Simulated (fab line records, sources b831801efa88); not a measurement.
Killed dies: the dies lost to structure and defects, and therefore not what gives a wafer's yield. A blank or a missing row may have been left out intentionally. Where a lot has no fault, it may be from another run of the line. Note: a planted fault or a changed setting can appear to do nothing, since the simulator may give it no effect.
Comparing a struck lot with a sound one ; flow gf180mcu ; 19 steps out of a route of 602
Sound: the wafers L921.1, L921.4, L921.5. Struck: wafer L925.1. (L925.2, L925.6 of the same lot were not struck and are left out.) The cause comes at the end.
At each step with rows: each side's tool, then ch and its chambers, then its first start. Under that, the readings that differ: sound wafers ; struck wafers ; difference of the means ; sigmas: that difference in standard deviations of wafers without a fault.
alike: readings whose means differ by less than 2 such deviations, and words and numbers that are the same on both sides. not compared: withheld readings, readings that some wafer has no value for, bounds like >300 that may hide the same value, and numbers for which the record gives no deviation and whose values overlap.
The two part at a step that has a row with sigmas, a row that says differs or no value, or rows on one side only. Numbers that have no deviation but don't overlap get no sigmas and don't part them. A reading that every wafer of one side lacks parts them only if that side has two wafers or more.

first, 1 step without rows for these wafers: GF_V3_ETCH_17 (etches SiO2 in C4F8/O2/Ar, stops on TiN, target depth 635 nm).
GF_V3_STRIP_18: strips in O2/N2.
  sound on plasma asher-04 ch 0,1, day 24 14:53; struck on plasma asher-01 ch 1, day 26 01:17
  alike: drypump motor current A, heater power w, oes product au
  not compared: rf hours counter h
then, 2 steps without rows for these wafers: GF_V3_STRIP_19 (strips in post etch residue remover, time 1200 s); GF_V3_CLEAN_20 (cleans in DIW).
GF_V3_SPUTTER_21: material Ti, target thk 15 nm, time 80.02 s.
  struck on pvd sputter-04, day 26 01:50; sound on pvd sputter-01, day 24 15:27
reading;sound;struck;difference;sigmas
throttle valve pct (%);29.4 28.0 29.4;31.3;+2.4;+2
GF_V3_SPUTTER_22: material TiN, target thk 10 nm, time 40 s.
  struck on pvd sputter-04, day 26 01:53; sound on pvd sputter-01, day 24 15:31
reading;sound;struck;difference;sigmas
throttle valve pct (%);29.4 27.4 29.5;31.3;+2.5;+2
then, 1 step without rows for these wafers: GF_V3_CVD_23 (deposits W, target thk 350 nm, time 104.9 s).
GF_V3_RS_MEAS_24: measures by four-point-probe.
  struck on film metro-02, day 26 02:02; sound on film metro-04, day 24 15:40
  alike: V3_W_RS
GF_V3_THK_MEAS_25: measures by xrf.
  struck on film metro-02, day 26 02:10; sound on film metro-04, day 24 15:47
  alike: V3_W_THK
then, 1 step without rows for these wafers: GF_V3_CMP_26 (polishes, stops on SiO2, t overpolish 15 s, target thk 0 nm).
GF_M4_SPUTTER_00: material Ti, target thk 37.5 nm, time 150 s.
  struck on pvd sputter-03, day 26 02:31; sound on pvd sputter-03, day 24 16:08
  alike: throttle valve pct
then, 1 step without rows for these wafers: GF_M4_SPUTTER_01 (material TiN, target thk 30 nm, time 25 s).
GF_M4_SPUTTER_02: material AlCu, target thk 450 nm, time 23.9 s.
  struck on pvd sputter-03, day 26 02:39; sound on pvd sputter-03, day 24 16:16
reading;sound;struck;difference;sigmas
model.AlCu_of_M4_SPUTTER_02.thk nm (nm);463.5 451.3 452.1;728.9;+273.3;
  alike: throttle valve pct
then, 1 step without rows for these wafers: GF_M4_SPUTTER_03 (material Ti, target thk 10 nm, time 6.7 s).
GF_M4_SPUTTER_04: material TiN, target thk 50 nm, time 41.7 s.
  struck on pvd sputter-03, day 26 02:42; sound on pvd sputter-03, day 24 16:19
  alike: throttle valve pct
GF_M4_RS_MEAS_05: measures by four-point-probe.
  struck on film metro-04, day 26 02:44; sound on film metro-04, day 24 16:22
reading;sound;struck;difference;sigmas
M4_ALCU_RS (ohm/sq);0.0676 0.0694 0.0694;0.0428;-0.0260;-26
GF_M4_THK_MEAS_06: measures by xrf.
  struck on film metro-04, day 26 02:52; sound on film metro-04, day 24 16:29
reading;sound;struck;difference;sigmas
M4_ALCU_THK (nm);451 439 439;709;+266;+39
then, 1 step without rows for these wafers: GF_M4_DEHYDRATE_07 (time 60 s).
-- the record jumps here: 6 days lie between the struck wafers' starts before and after (it left off in module M4 and takes up again in module PASSIVATION, whose first step shown is number 602 of the route) --
GF_PASSIVATION_PROBE_99:
  rows exist in the record for the struck wafers here (prober-01, day 32 01:11), but not for the sound ones

== WHERE THEY PART ==
Earliest at GF_V3_SPUTTER_21; latest, in this record, at GF_PASSIVATION_PROBE_99.

WHY: what the simulator had put in
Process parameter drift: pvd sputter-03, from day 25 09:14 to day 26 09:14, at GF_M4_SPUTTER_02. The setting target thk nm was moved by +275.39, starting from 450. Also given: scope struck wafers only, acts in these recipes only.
